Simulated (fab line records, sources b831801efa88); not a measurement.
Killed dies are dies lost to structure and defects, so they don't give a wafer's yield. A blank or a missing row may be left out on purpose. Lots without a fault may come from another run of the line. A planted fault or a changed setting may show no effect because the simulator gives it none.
fab line records | flow sky130
record lots=5 wafers=15 last_day=50
route steps=708 shown VIA2@527 METAL3@532 CAPM@537 PAD_OPEN@708
lots that met no fault: from a run of the same line without faults
start_h: hours from the record's first day to the start of the lot's first wafer shown | wait_h: hours since the lot's step before | " the same as in the row above | L1.1+2: a row that stands for several wafers | - no value, or no start given | * or withheld: withheld | < > ~ a bound
route shown NAME@n: a module of which the file shows steps, and the number in the route of the first | usual: mean/standard deviation of fault-free wafers | same: alike in all rows | chamber/n: place in a boat | sites: the reading at each site | _std_site: their standard deviation | _edge_site: outer sites' mean less inner sites' | radius_mm: how far each site lies from the wafer's centre | mask NAME#n: copy n | behind: the tool/chamber that last shaped the wafer | hold: why the lot was held/for how many hours/how that ended | device: the transistor (n, p or np) that didn't switch | end of line: the same wafers' tests at the end of the route | a step without rows: its recipe alone | killed: dies lost to structure and defects at the first sort, not the wafer's yield | map: a wafer's dies, x killed, . not, _ none there
set.NAME: the setting as run; set.NAME@STEP: as run at that earlier step | model.NAME: the simulator's own value behind a step, which no gauge read
lots at some steps of the route; a table a step, a row a wafer
services: from which hour (start_h, from the record's first day; less than 0 if before it) a tool's chamber was out of use, for how many hours, and why
## steps
# step SKY_VIA2_SPUTTER_20
# recipe material=TiN target_thk_nm=20 chamber_pressure_pa=5 power_w=4000 time_s=80
# step SKY_VIA2_CVD_21
# recipe material=W target_thk_nm=420 time_s=126.4 temp_c=400 pressure_torr=40
# usual heater_power_w=897/79
# columns lot.wafer tool chamber start_h wait_h heater_power_w since_wet_clean_h
L349.1 cvd_w-02 1 859.33 0.0 871 455
L349.2 " 0 " " 988 455
L349.4 " 1 " " 892 -
L355.2 cvd_w-02 0 906.45 0.0 970 502
L355.5 " 1 " " 870 -
L355.6 " 0 " " 991 -
L357.1 cvd_w-02 1 926.66 0.0 886 523
L357.2 " 0 " " 996 523
L357.3 " 1 " " 877 -
L362.3 cvd_w-02 1 964.74 0.1 890 -
L362.4 " 0 " " 1027 -
L362.6 " 0 " " 999 -
L368.2 cvd_w-02 0 1017.80 0.0 1008 614
L368.4 " 0 " " 1003 -
L368.5 " 0 " " 1019 -
# step SKY_VIA2_RS_MEAS_22
# recipe thk_meas_gauge=four-point-probe reads=W_of_VIA2_CVD_21+TiN_of_VIA2_SPUTTER_20
# usual VIA2_W_RS=0.275/0.0035
# columns lot.wafer tool chamber start_h wait_h VIA2_W_RS[ohm/sq]
L349.1 film_metro-03 - 859.46 0.1 0.275
L349.2 " - " " 0.273
L349.4 " - " " 0.279
L355.2 film_metro-04 - 906.60 0.1 0.270
L355.5 " - " " 0.272
L355.6 " - " " 0.268
L357.1 film_metro-01 - 926.79 0.1 0.278
L357.2 " - " " 0.274
L357.3 " - " " 0.277
L362.3 film_metro-03 - 964.86 0.1 0.281
L362.4 " - " " 0.273
L362.6 " - " " 0.275
L368.2 film_metro-03 - 1017.95 0.1 0.274
L368.4 " - " " 0.272
L368.5 " - " " 0.272
# step SKY_VIA2_THK_MEAS_23
# recipe thk_meas_gauge=xrf reads=W_of_VIA2_CVD_21
# usual VIA2_W_THK=409/7.5
# columns lot.wafer tool chamber start_h wait_h VIA2_W_THK[nm]
L349.1 film_metro-03 - 859.58 0.1 408
L349.2 " - " " 410
L349.4 " - " " 401
L355.2 film_metro-04 - 906.71 0.1 419
L355.5 " - " " 417
L355.6 " - " " 423
L357.1 film_metro-01 - 926.91 0.1 413
L357.2 " - " " 420
L357.3 " - " " 413
L362.3 film_metro-03 - 964.96 0.1 393
L362.4 " - " " 408
L362.6 " - " " 402
L368.2 film_metro-03 - 1018.06 0.1 405
L368.4 " - " " 412
L368.5 " - " " 408
# step SKY_VIA2_CMP_24
# recipe stop_on=SiO2 t_overpolish_s=20 down_force_psi=3.5 platen_rpm=60 target_thk_nm=0 pad_velocity_m_s=0.94248
# step SKY_METAL3_SPUTTER_00
# recipe material=Ti target_thk_nm=15 power_w=3000 time_s=10 chamber_pressure_pa=0.4
# step SKY_METAL3_SPUTTER_01
# recipe material=TiN target_thk_nm=20 power_w=6500 time_s=16.7 chamber_pressure_pa=0.4
# step SKY_METAL3_SPUTTER_02
# recipe material=AlCu target_thk_nm=735 power_w=10600 time_s=39.1 chamber_pressure_pa=0.4
# step SKY_METAL3_SPUTTER_03
# recipe material=Ti target_thk_nm=5 power_w=3000 time_s=3.3 chamber_pressure_pa=0.4
# step SKY_METAL3_SPUTTER_04
# recipe material=TiN target_thk_nm=70 power_w=6500 time_s=58.3 chamber_pressure_pa=0.4
# step SKY_CAPM_CVD_00
# recipe material=SiO2 target_thk_nm=15.5 temp_c=400 time_s=withheld rf_w=450
# usual heater_power_w=733/82 rf_fwd_power_W=440.3/2.1
# columns lot.wafer tool chamber start_h wait_h heater_power_w rf_fwd_power_W
L349.1 pecvd-01 2 860.10 0.0 732 441.9
L349.2 " 0 " " 753 439.0
L349.4 " 1 " " 818 438.6
L355.2 pecvd-01 0 907.21 0.0 849 438.2
L355.5 " 0 " " 855 439.1
L355.6 " 1 " " 823 439.5
L357.1 pecvd-04 2 927.42 0.0 773 438.1
L357.2 " 0 " " 670 443.1
L357.3 " 1 " " 812 437.6
L362.3 pecvd-04 2 965.46 0.0 685 440.6
L362.4 " 0 " " 645 441.1
L362.6 " 1 " " 714 440.6
L368.2 pecvd-02 2 1018.57 0.0 660 442.6
L368.4 " 0 " " 796 440.4
L368.5 " 2 " " 664 442.8
# step SKY_CAPM_THK_MEAS_01
# recipe reads=SiO2_of_CAPM_CVD_00
# usual CAPM_CVD_00_THK=15.47/0.27
# columns lot.wafer tool chamber start_h wait_h CAPM_CVD_00_THK[nm]
L349.1 film_metro-01 - 860.12 - 15.32
L349.2 " - " " 15.54
L349.4 " - " " 15.46
L355.2 film_metro-01 - 907.24 - 15.38
L355.5 " - " " 15.54
L355.6 " - " " 15.56
L357.1 film_metro-01 - 927.45 - 15.59
L357.2 " - " " 14.98
L357.3 " - " " 15.16
L362.3 film_metro-02 - 965.50 - 15.90
L362.4 " - " " 15.41
L362.6 " - " " 15.46
L368.2 film_metro-01 - 1018.60 - 15.25
L368.4 " - " " 15.50
L368.5 " - " " 15.42
# step SKY_CAPM_SPUTTER_02
# recipe material=TiN target_thk_nm=200 temp_c=300 power_w=6500 time_s=166.7 chamber_pressure_pa=0.4
# usual throttle_valve_pct=29.8/1
# columns lot.wafer tool chamber start_h wait_h throttle_valve_pct model.TiN_of_CAPM_SPUTTER_02.thk_nm
L349.1 pvd_sputter-01 - 860.19 0.1 29.4 199.2
L349.2 " - " " 29.5 198.3
L349.4 " - " " 28.3 199.8
L355.2 pvd_sputter-03 - 907.29 0.0 30.1 200.2
L355.5 " - " " 30.0 199
L355.6 " - " " 31.5 197.3
L357.1 pvd_sputter-01 - 927.51 0.1 29.5 203.1
L357.2 " - " " 28.4 201.7
L357.3 " - " " 28.9 201.2
L362.3 pvd_sputter-01 - 965.54 0.0 29.2 201.9
L362.4 " - " " 29.0 160.6
L362.6 " - " " 29.1 201.9
L368.2 pvd_sputter-02 - 1018.65 0.0 31.2 201.8
L368.4 " - " " 29.3 206.8
L368.5 " - " " 28.1 203.8
# step SKY_CAPM_RS_MEAS_03
# recipe thk_meas_gauge=four-point-probe reads=TiN_of_CAPM_SPUTTER_02
# usual CAPM_TIN_RS=6.91/0.095
# columns lot.wafer tool chamber start_h wait_h CAPM_TIN_RS[ohm/sq]
L349.1 film_metro-02 - 860.30 0.1 6.94
L349.2 " - " " 6.97
L349.4 " - " " 6.91
L355.2 film_metro-01 - 907.42 0.1 6.90
L355.5 " - " " 6.94
L355.6 " - " " 6.99
L357.1 film_metro-01 - 927.61 0.1 6.79
L357.2 " - " " 6.84
L357.3 " - " " 6.86
L362.3 film_metro-03 - 965.69 0.1 6.84
L362.4 " - " " 8.66
L362.6 " - " " 6.85
L368.2 film_metro-03 - 1018.78 0.1 6.83
L368.4 " - " " 6.69
L368.5 " - " " 6.77
# step SKY_CAPM_THK_MEAS_04
# recipe thk_meas_gauge=xrf reads=TiN_of_CAPM_SPUTTER_02
# usual CAPM_TIN_THK=201.1/2.9
# columns lot.wafer tool chamber start_h wait_h CAPM_TIN_THK[nm]
L349.1 film_metro-02 - 860.42 0.1 201.1
L349.2 " - " " 200.0
L349.4 " - " " 202.1
L355.2 film_metro-01 - 907.53 0.1 201.0
L355.5 " - " " 200.6
L355.6 " - " " 197.2
L357.1 film_metro-01 - 927.73 0.1 204.4
L357.2 " - " " 201.9
L357.3 " - " " 202.9
L362.3 film_metro-03 - 965.79 0.1 202.6
L362.4 " - " " 161.1
L362.6 " - " " 203.2
L368.2 film_metro-03 - 1018.89 0.1 203.3
L368.4 " - " " 207.4
L368.5 " - " " 205.4
# step SKY_CAPM_DEHYDRATE_05
# recipe temp_c=200 time_s=60
# step SKY_CAPM_HMDS_06
# recipe prime_time_s=60 prime_temp_c=120
# step SKY_CAPM_COAT_07
# recipe resist=NOVOLAK spin_rpm=3000 resist_thk_nm=1140
# step SKY_CAPM_SOFTBAKE_08
# recipe temp_c=90 time_s=60 resist=NOVOLAK
# step SKY_CAPM_EXPOSE_09
# recipe mask_id=CAPM na=0.6 source_shape=conventional sigma_outer=0.6 polarization=unpolarized target_cd_nm=1000 dose_mj=159
# step SKY_CAPM_PEB_10
# recipe temp_c=withheld time_s=* resist=NOVOLAK
# step SKY_CAPM_DEVELOP_11
# recipe resist=NOVOLAK developer=TMAH develop_time_s=60 dev_temp_c=23
# step SKY_CAPM_OVL_MEAS_12
# usual CAPM_OVL=0.1/1.3
# columns lot.wafer tool chamber start_h wait_h CAPM_OVL[nm]
L349.1 overlay-01 - 886.16 0.1 0.3
L349.2 " - " " -0.3
L349.4 " - " " -0.4
L355.2 overlay-01 - 932.11 0.1 -0.9
L355.5 " - " " -0.9
L355.6 " - " " -0.1
L357.1 overlay-01 - 950.07 0.1 0.8
L357.2 " - " " 0.2
L357.3 " - " " -1.0
L362.3 overlay-02 - 988.68 0.1 -1.1
L362.4 " - " " -0.6
L362.6 " - " " -1.3
L368.2 overlay-02 - 1040.92 0.1 1.2
L368.4 " - " " 3.1
L368.5 " - " " 0.2
# step SKY_CAPM_METAL_ETCH_13
# recipe target_depth_nm=220 stop_on=SiO2 chemistry=Cl2/BCl3 target=TiN pressure_mtorr=10 icp_w=900 bias_w=48.5 Cl2_flow_sccm=60 bcl3_flow_sccm=30 time_s=62.9
# usual drypump_motor_current_A=5.58/0.22 he_backside_leak_sccm=3.25/0.19 oes_product_au=0.941/0.009 rf_fwd_power_W=893/3.2 throttle_valve_pct=21.902/0.011
# columns lot.wafer tool chamber start_h wait_h drypump_motor_current_A he_backside_leak_sccm oes_product_au rf_fwd_power_W rf_hours_counter_h throttle_valve_pct
L349.1 rie_metal-02 1 886.20 0.0 5.80 3.07 0.938 893 1 21.898
L349.2 " 0 " " 5.28 3.17 0.937 888 10 21.893
L349.4 " 1 " " 5.81 3.17 0.947 897 - 21.890
L355.2 rie_metal-03 1 932.14 0.0 5.58 3.25 0.947 891 2 21.901
L355.5 " 1 " " 5.61 3.25 0.937 892 - 21.911
L355.6 " 0 " " 5.64 3.65 0.935 894 - 21.909
L357.1 rie_metal-03 1 950.11 0.0 5.62 3.03 0.947 896 3 21.905
L357.2 " 0 " " 5.63 3.33 0.939 892 2 21.896
L357.3 " 0 " " 5.64 3.46 0.935 891 - 21.880
L362.3 rie_metal-02 0 988.73 0.0 5.29 3.21 0.949 894 - 21.904
L362.4 " 1 " " 5.81 3.14 0.833 895 - 21.990
L362.6 " 0 " " 5.28 3.31 0.945 888 - 21.889
L368.2 rie_metal-04 0 1040.95 0.0 5.85 3.02 0.949 898 16 21.895
L368.4 " 0 " " 5.85 3.18 0.953 894 - 21.905
L368.5 " 0 " " 5.85 3.14 0.954 897 - 21.899
# step SKY_CAPM_STRIP_14
# recipe chemistry=O2/N2 power_w=1400 pressure_mtorr=1500 platen_temp_c=withheld o2_flow_sccm=3000 n2_flow_sccm=300 overash_fraction=0.5
# usual drypump_motor_current_A=5.4/0.46 oes_product_au=0.710/0.0043 strip_time_to_endpoint_s=12.66/0.045
# columns lot.wafer tool chamber start_h wait_h drypump_motor_current_A oes_product_au rf_hours_counter_h strip_time_to_endpoint_s
L349.1 plasma_asher-01 1 886.28 0.1 5.5 0.707 15 12.61
L349.2 " 0 " " 5.1 0.712 15 12.65
L349.4 " 1 " " 5.5 0.720 - 12.66
L355.2 plasma_asher-03 0 932.22 0.1 5.3 0.708 77 12.65
L355.5 " 0 " " 5.3 0.717 - 12.67
L355.6 " 1 " " 4.9 0.704 - 12.72
L357.1 plasma_asher-04 1 950.18 0.1 6.3 0.706 53 12.63
L357.2 " 0 " " 5.9 0.716 53 12.62
L357.3 " 1 " " 6.2 0.706 - 12.60
L362.3 plasma_asher-04 1 988.82 0.1 6.3 0.704 - 12.64
L362.4 " 0 " " 5.8 0.710 - 12.59
L362.6 " 0 " " 5.9 0.709 - 12.59
L368.2 plasma_asher-04 0 1041.03 0.1 5.9 0.711 62 12.65
L368.4 " 1 " " 6.3 0.705 - 12.62
L368.5 " 0 " " 5.9 0.717 - 12.63
# step SKY_CAPM_STRIP_15
# recipe chemistry=post_etch_residue_remover time_s=1200 temp_c=72.5
# step SKY_CAPM_CLEAN_16
# recipe chemistry=IPA time_s=180 temp_c=25
# step SKY_CAPM_CLEAN_17
# recipe chemistry=O3/DIW dry=n2_spin
# step SKY_METAL3_DEHYDRATE_05
# recipe temp_c=200 time_s=60
# step SKY_METAL3_HMDS_06
# recipe prime_time_s=60 prime_temp_c=120
# step SKY_METAL3_COAT_07
# recipe resist=BARC temp_c=withheld time_s=withheld spin_rpm=3000 resist_thk_nm=60
# step SKY_METAL3_COAT_08
# recipe resist=KrF-thick spin_rpm=3000 resist_thk_nm=1140
# step SKY_METAL3_SOFTBAKE_09
# recipe temp_c=100 time_s=90 resist=KrF-thick
# step SKY_METAL3_EXPOSE_10
# recipe mask_id=MM3 na=0.68 source_shape=annular sigma_inner=0.4 sigma_outer=0.8 target_cd_nm=300 dose_mj=28
# step SKY_METAL3_PEB_11
# recipe peb_temp_c=withheld peb_time_s=withheld resist=KrF-thick
# step SKY_METAL3_DEVELOP_12
# recipe develop_time_s=60 resist=KrF-thick dev_temp_c=21
# step SKY_METAL3_CD_MEAS_13
# recipe target_cd_nm=300
# usual cd_nm=300.0/1.3
# columns lot.wafer tool chamber start_h wait_h cd_nm
L349.1 cd_sem-02 - 912.87 - 299.7
L349.2 " - " " 300.1
L349.4 " - " " 301.2
L355.2 cd_sem-01 - 957.16 - 300.1
L355.5 " - " " 300.0
L355.6 " - " " 299.8
L357.1 cd_sem-01 - 975.14 - 301.1
L357.2 " - " " 302.4
L357.3 " - " " 301.7
L362.3 cd_sem-02 - 1012.53 - 301.1
L362.4 " - " " 300.7
L362.6 " - " " 299.1
L368.2 cd_sem-01 - 1063.73 - 298.1
L368.4 " - " " 298.4
L368.5 " - " " 298.2
# step SKY_METAL3_OVL_MEAS_14
# usual METAL3_OVL=-1/5.3
# columns lot.wafer tool chamber start_h wait_h METAL3_OVL[nm]
L349.1 overlay-02 - 912.99 0.1 -4
L349.2 " - " " -1
L349.4 " - " " -5
L355.2 overlay-01 - 957.26 0.1 -8
L355.5 " - " " -4
L355.6 " - " " -5
L357.1 overlay-02 - 975.26 0.1 -5
L357.2 " - " " -8
L357.3 " - " " -1
L362.3 overlay-01 - 1012.62 0.1 -7
L362.4 " - " " 3
L362.6 " - " " 0
L368.2 overlay-02 - 1063.84 0.1 1
L368.4 " - " " 1
L368.5 " - " " 1
# step SKY_METAL3_DESCUM_15
# recipe chemistry=O2 source_power_w=150 bias_power_w=0 pressure_mtorr=10 temp_c=40 time_s=8
# usual drypump_motor_current_A=5.58/0.24 he_backside_leak_sccm=3.28/0.2 oes_product_au=1.003/0.0081 rf_fwd_power_W=147.3/0.79
# columns lot.wafer tool chamber start_h wait_h drypump_motor_current_A he_backside_leak_sccm oes_product_au rf_fwd_power_W rf_hours_counter_h
L349.1 rie_metal-01 1 913.03 0.0 5.68 3.28 1.012 147.0 14
L349.2 " 0 " " 5.65 3.09 1.007 148.9 13
L349.4 " 1 " " 5.68 3.34 1.004 147.2 -
L355.2 rie_metal-01 0 957.29 0.0 5.65 3.25 1.002 148.3 15
L355.5 " 1 " " 5.66 3.35 0.998 147.0 -
L355.6 " 0 " " 5.62 3.19 0.996 148.8 -
L357.1 rie_metal-01 0 975.29 0.0 5.63 3.34 0.988 147.7 16
L357.2 " 1 " " 5.67 3.39 0.993 147.4 16
L357.3 " 0 " " 5.64 3.46 0.995 148.0 -
L362.3 rie_metal-04 0 1012.65 0.0 5.86 3.18 1.017 147.7 -
L362.4 " 1 " " 5.22 3.32 1.011 146.3 -
L362.6 " 0 " " 5.84 3.20 1.027 147.5 -
L368.2 rie_metal-04 0 1063.87 0.0 5.85 3.18 1.012 148.0 17
L368.4 " 1 " " 5.22 3.51 0.998 146.4 -
L368.5 " 1 " " 5.23 3.42 1.001 146.9 -
# step SKY_METAL3_ETCH_16
# recipe chemistry=N2/H2 target=BARC ion_energy_ev=200 bias_w=100 pressure_mtorr=30 n2_flow_sccm=100 h2_flow_sccm=200 icp_w=500 stop_on=SiO2 time_s=88.2 target_depth_a=600
# usual drypump_motor_current_A=5.59/0.24 he_backside_leak_sccm=3.25/0.12 oes_product_au=0.626/0.0048 rf_fwd_power_W=497.0/1.7 throttle_valve_pct=13.204/0.0081
# columns lot.wafer tool chamber start_h wait_h drypump_motor_current_A he_backside_leak_sccm oes_product_au rf_fwd_power_W rf_hours_counter_h throttle_valve_pct
L349.1 rie_metal-01 1 913.06 0.0 5.72 3.23 0.621 495.9 14 13.208
L349.2 " 0 " " 5.63 3.16 0.629 499.3 13 13.213
L349.4 " 1 " " 5.68 3.22 0.624 495.8 - 13.194
L355.2 rie_metal-01 0 957.32 0.0 5.66 3.04 0.634 499.0 15 13.207
L355.5 " 1 " " 5.69 3.28 0.630 498.0 - 13.217
L355.6 " 0 " " 5.65 3.17 0.626 498.2 - 13.203
L357.1 rie_metal-01 0 975.32 0.0 5.67 3.25 0.627 497.5 16 13.204
L357.2 " 1 " " 5.67 3.33 0.626 494.6 17 13.202
L357.3 " 0 " " 5.66 3.23 0.631 497.4 - 13.204
L362.3 rie_metal-04 0 1012.71 0.0 5.88 3.30 0.632 498.7 - 13.209
L362.4 " 1 " " 5.20 3.00 0.617 496.5 - 13.200
L362.6 " 0 " " 5.86 3.37 0.627 497.6 - 13.211
L368.2 rie_metal-04 0 1063.90 0.0 5.85 3.25 0.627 496.2 17 13.205
L368.4 " 1 " " 5.24 3.01 0.629 494.2 - 13.197
L368.5 " 1 " " 5.24 3.34 0.618 494.5 - 13.208
# step SKY_METAL3_ETCH_17
# recipe target=SiO2 stop_on=TiN chemistry=C4F8/O2/Ar source_w=1500 bias_w=1200 pressure_mtorr=40 c4f8_flow_sccm=withheld O2_flow_sccm=6 Ar_flow_sccm=300 time_s=3.9 target_depth_a=150
# step SKY_METAL3_METAL_ETCH_18
# recipe target_depth_a=8450 stop_on=SiO2 over_etch_frac=0.3 time_s=183.1 chemistry=Cl2/BCl3 resist_sidewall_deg=88 pressure_mtorr=10 icp_w=900 bias_w=48.5 Cl2_flow_sccm=60 bcl3_flow_sccm=30
# step SKY_METAL3_STRIP_20
# recipe chemistry=post_etch_residue_remover time_s=1200 temp_c=72.5
# columns lot.wafer tool chamber start_h wait_h model.TiN_of_CAPM_SPUTTER_02.thk_nm
L349.1 wet_bench-01 3 913.45 0.1 198.4
L349.2 " 3 " " 197.5
L349.4 " 3 " " 199
L355.2 wet_bench-01 1 957.72 0.1 199.4
L355.5 " 1 " " 198.1
L355.6 " 1 " " 196.5
L357.1 wet_bench-01 2 975.72 0.1 202.3
L357.2 " 2 " " 200.9
L357.3 " 2 " " 200.3
L362.3+6 wet_bench-01 3 1013.28 0.1 201
L362.4 " 3 " " 159.8
L368.2 wet_bench-01 0 1064.29 0.1 201
L368.4 " 0 " " 206
L368.5 " 0 " " 203
# step SKY_PAD_OPEN_PROBE_99
# usual defect_limited_yield=82.4/2 killed_at_M0_to_M3=44/6.5 killed_at_M4_up=3.3/1.7 killed_at_contacts=25/5.3 killed_at_front_end=15/5 killed_at_other=0.2/0.47 killed_dies=87/9.9 killed_open=47/8 killed_short=39/6.1 sort_bin_3_pad_short=0.9/0.43 sort_bin_5_function=10.4/1.5 sort_bin_6_memory=6.2/1.2 sort_n_pass=405/9.9 sort_yield_pct=82.4/2
# same gross_dies=492 killed_at_back_side=0 sort_bin_4_leakage[%]=0 sort_bin_8_speed[%]=0
# columns lot.wafer tool chamber start_h wait_h defect_limited_yield[%] killed_at_M0_to_M3 killed_at_M4_up killed_at_contacts killed_at_front_end killed_at_other killed_dies killed_open killed_short sort_bin_3_pad_short[%] sort_bin_5_function[%] sort_bin_6_memory[%] sort_n_pass sort_yield_pct[%] model.etest.cap_mim.plate_ohm_sq model.etest.cap_mim.bv_v model.etest.cap_mim.leak_log10_a_cm2
L349.1 prober-01 - 1085.73 0.1 83.7 37 4 31 8 0 80 46 34 0.6 11.8 3.9 412 83.7 6.068 13.58 -8.981
L349.2 prober-01 - 1085.78 0.1 84.6 37 3 21 14 1 76 35 41 0.8 9.6 5.1 416 84.6 6.054 13.81 -8.996
L349.4 prober-01 - 1085.88 0.2 87.4 35 4 15 7 1 62 36 26 0.6 6.3 5.7 430 87.4 5.962 14.12 -9.06
L355.2 prober-01 - 1123.43 0.1 80.7 46 3 26 20 0 95 52 43 1.0 11.4 6.9 397 80.7 6.045 13.3 -9.034
L355.5 prober-01 - 1123.58 0.2 82.1 45 4 26 13 0 88 47 41 0.4 10.8 6.7 404 82.1 6.023 14.12 -8.928
L355.6 prober-01 - 1123.63 0.2 84.3 43 2 19 13 0 77 48 29 1.2 9.3 5.1 415 84.3 6.114 13.64 -8.834
L357.1 prober-01 - 1135.24 0.1 79.7 50 3 38 9 0 100 57 43 1.2 11.8 7.3 392 79.7 5.936 13.64 -8.996
L357.2 prober-01 - 1135.29 0.1 82.5 47 2 20 17 0 86 46 40 0.8 10.8 5.9 406 82.5 5.949 13.66 -8.811
L357.3 prober-01 - 1135.34 0.2 80.3 64 5 20 8 0 97 44 53 1.4 12.6 5.7 395 80.3 5.939 13.51 -9.021
L362.3 prober-02 - 1165.04 0.2 80.7 41 5 31 18 0 95 61 34 1.4 11.6 6.3 397 80.7 5.995 14.19 -8.732
L362.4 prober-02 - 1165.09 0.2 80.9 48 3 26 17 0 94 50 44 1.0 9.1 8.9 398 80.9 7.558 12.83 -8.439
L362.6 prober-02 - 1165.19 0.2 80.9 44 3 27 20 0 94 44 50 0.8 10.0 8.3 398 80.9 5.921 13.79 -9.09
L368.2 prober-01 - 1202.18 0.1 84.3 33 5 22 17 0 77 40 37 0 10.0 5.7 415 84.3 5.907 13.55 -8.906
L368.4 prober-01 - 1202.28 0.2 85.2 38 0 23 12 0 73 35 38 1.8 7.7 5.3 419 85.2 5.795 13.69 -9.098
L368.5 prober-01 - 1202.33 0.2 81.7 48 1 23 18 0 90 52 38 0.4 12.4 5.5 402 81.7 5.905 13.76 -9.051
# killed by level:class
L349.1 CONTACT:geometric_particle:open=14 LI_CONTACT:geometric_particle:open=8 VIA1:geometric_particle:open=7 METAL1:geometric_particle:short=6 CONTACT:geometric_particle:short=5 VIA2:geometric_particle:open=5 VIA3:geometric_particle:open=5 POLY_GATE:geometric_particle:short=4
L349.2 VIA1:geometric_particle:open=9 LI_CONTACT:geometric_particle:open=7 VIA3:geometric_particle:short=5 LOCAL_INTERCONNECT:geometric_particle:short=5 METAL1:geometric_particle:short=5 VIA1:geometric_particle:short=5 POLY_GATE:geometric_particle:short=4 VIA3:geometric_particle:open=4
L349.4 CONTACT:geometric_particle:open=8 VIA1:geometric_particle:open=7 VIA3:geometric_particle:open=6 METAL1:geometric_particle:short=5 VIA2:geometric_particle:open=5 POLY_GATE:geometric_particle:open=3 LI_CONTACT:geometric_particle:short=3 VIA1:geometric_particle:short=3
L355.2 CONTACT:geometric_particle:short=9 VIA1:geometric_particle:open=9 POLY_GATE:geometric_particle:open=8 CONTACT:geometric_particle:open=8 VIA3:geometric_particle:open=7 METAL1:geometric_particle:short=7 METAL2:geometric_particle:short=7 LI_CONTACT:geometric_particle:open=6
L355.5 METAL1:geometric_particle:short=11 CONTACT:geometric_particle:open=11 VIA1:geometric_particle:open=6 VIA2:geometric_particle:open=6 LI_CONTACT:geometric_particle:open=5 VIA3:geometric_particle:open=5 VIA2:geometric_particle:short=4 POLY_GATE:geometric_particle:short=3
L355.6 VIA2:geometric_particle:open=10 VIA1:geometric_particle:open=9 VIA3:geometric_particle:open=8 CONTACT:geometric_particle:open=7 LI_CONTACT:geometric_particle:open=6 METAL1:geometric_particle:short=5 METAL2:geometric_particle:short=4 FIELD_ISO:geometric_particle:open=3
L357.1 LI_CONTACT:geometric_particle:open=18 CONTACT:geometric_particle:open=10 VIA1:geometric_particle:open=8 METAL2:geometric_particle:short=7 VIA2:geometric_particle:open=7 VIA3:geometric_particle:open=7 METAL1:geometric_particle:short=6 VIA2:geometric_particle:short=5
L357.2 VIA1:geometric_particle:open=10 VIA2:geometric_particle:open=8 POLY_GATE:geometric_particle:open=6 METAL1:geometric_particle:short=6 LI_CONTACT:geometric_particle:open=6 VIA2:geometric_particle:short=6 POLY_GATE:geometric_particle:short=5 VIA1:geometric_particle:short=5
L357.3 METAL2:geometric_particle:short=14 METAL1:geometric_particle:short=8 VIA1:geometric_particle:open=8 VIA3:geometric_particle:open=8 VIA2:geometric_particle:open=8 LI_CONTACT:geometric_particle:open=7 LI_CONTACT:geometric_particle:short=7 VIA1:geometric_particle:short=5
L362.3 VIA1:geometric_particle:open=15 CONTACT:geometric_particle:open=10 LI_CONTACT:geometric_particle:open=8 CONTACT:geometric_particle:short=8 FIELD_ISO:geometric_particle:open=6 VIA2:geometric_particle:open=6 FIELD_ISO:geometric_particle:short=4 METAL1:geometric_particle:short=4
L362.4 VIA1:geometric_particle:open=10 VIA3:geometric_particle:open=9 METAL2:geometric_particle:short=7 LI_CONTACT:geometric_particle:open=7 CONTACT:geometric_particle:open=7 FIELD_ISO:geometric_particle:short=6 FIELD_ISO:geometric_particle:open=6 CONTACT:geometric_particle:short=6
L362.6 CONTACT:geometric_particle:open=10 FIELD_ISO:geometric_particle:short=7 VIA3:geometric_particle:open=7 METAL2:geometric_particle:short=7 VIA1:geometric_particle:short=7 VIA1:geometric_particle:open=7 LOCAL_INTERCONNECT:geometric_particle:short=6 FIELD_ISO:geometric_particle:open=5
L368.2 LI_CONTACT:geometric_particle:open=9 VIA2:geometric_particle:open=8 FIELD_ISO:geometric_particle:open=5 VIA3:geometric_particle:open=5 METAL2:geometric_particle:short=5 CONTACT:geometric_particle:open=5 VIA1:geometric_particle:short=5 METAL4:geometric_particle:short=5
L368.4 CONTACT:geometric_particle:open=11 VIA1:geometric_particle:open=7 VIA2:geometric_particle:open=5 METAL3:geometric_particle:short=5 CONTACT:geometric_particle:short=5 VIA1:geometric_particle:short=5 METAL2:geometric_particle:short=5 FIELD_ISO:geometric_particle:short=4
L368.5 VIA1:geometric_particle:open=12 FIELD_ISO:geometric_particle:open=9 VIA2:geometric_particle:short=9 LI_CONTACT:geometric_particle:open=7 VIA2:geometric_particle:open=7 CONTACT:geometric_particle:open=6 VIA3:geometric_particle:open=6 CONTACT:geometric_particle:short=5
## services
# columns tool chamber start_h hours kind
pecvd-04 0 842.31 2.1 scheduled_down
rie_metal-02 1 844.53 - clean
rie_metal-02 1 844.53 21.0 scheduled_down
rie_metal-02 1 844.53 21.0 vent_cycle
plasma_asher-04 - 847.45 4.7 repair
cvd_w-02 - 857.39 0.5 repair
pecvd-04 1 866.28 5.5 scheduled_down
rie_metal-03 1 868.59 - clean
cvd_w-02 0 869.53 5.2 repair
pvd_sputter-02 - 881.88 6.8 repair
cvd_w-02 1 909.11 4.3 repair
pvd_sputter-02 - 968.13 2.4 repair
pvd_sputter-02 - 968.34 9.6 repair
wet_bench-01 - 984.05 1.9 pm
plasma_asher-03 - 988.18 1.3 repair
rie_metal-01 0 1010.40 10.6 repair
cvd_w-02 1 1011.19 3.4 repair
cvd_w-02 - 1015.51 0.9 repair
rie_metal-01 - 1025.95 1.3 repair
cvd_w-02 - 1040.62 4.3 pm
pvd_sputter-01 - 1042.28 5.3 repair
rie_metal-01 1 1046.89 4.7 repair
pecvd-01 0 1056.38 19.7 repair
rie_metal-01 - 1062.84 54.9 repair
## key
first_sign step=SKY_CAPM_RS_MEAS_03 reading=CAPM_TIN_RS direction=up sigmas=18 usual=6.91 struck=8.66
effect step=SKY_CAPM_THK_MEAS_04 reading=CAPM_TIN_THK direction=down sigmas=14 usual=201.1 struck=161.1
effect step=SKY_CAPM_METAL_ETCH_13 reading=oes_product_au direction=down sigmas=12 usual=0.941 struck=0.833
model_effect step=SKY_CAPM_SPUTTER_02 value=TiN_of_CAPM_SPUTTER_02.thk_nm without=199.8 struck=160.6
model_effect step=SKY_METAL3_STRIP_20 value=TiN_of_CAPM_SPUTTER_02.thk_nm without=199 struck=159.8
model_effect step=SKY_PAD_OPEN_PROBE_99 value=etest.cap_mim.plate_ohm_sq without=6.077 struck=7.558
met_at SKY_CAPM_SPUTTER_02
struck_wafers L362.4
onset_between 927.51 965.54
fault kind=process_parameter_drift tool=pvd_sputter-01 chamber=- onset_h=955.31 steps=SKY_CAPM_SPUTTER_02 channel=time_s offset=* shape=step end_h=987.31 acts_in=* stated=* scope=struck_wafers_only
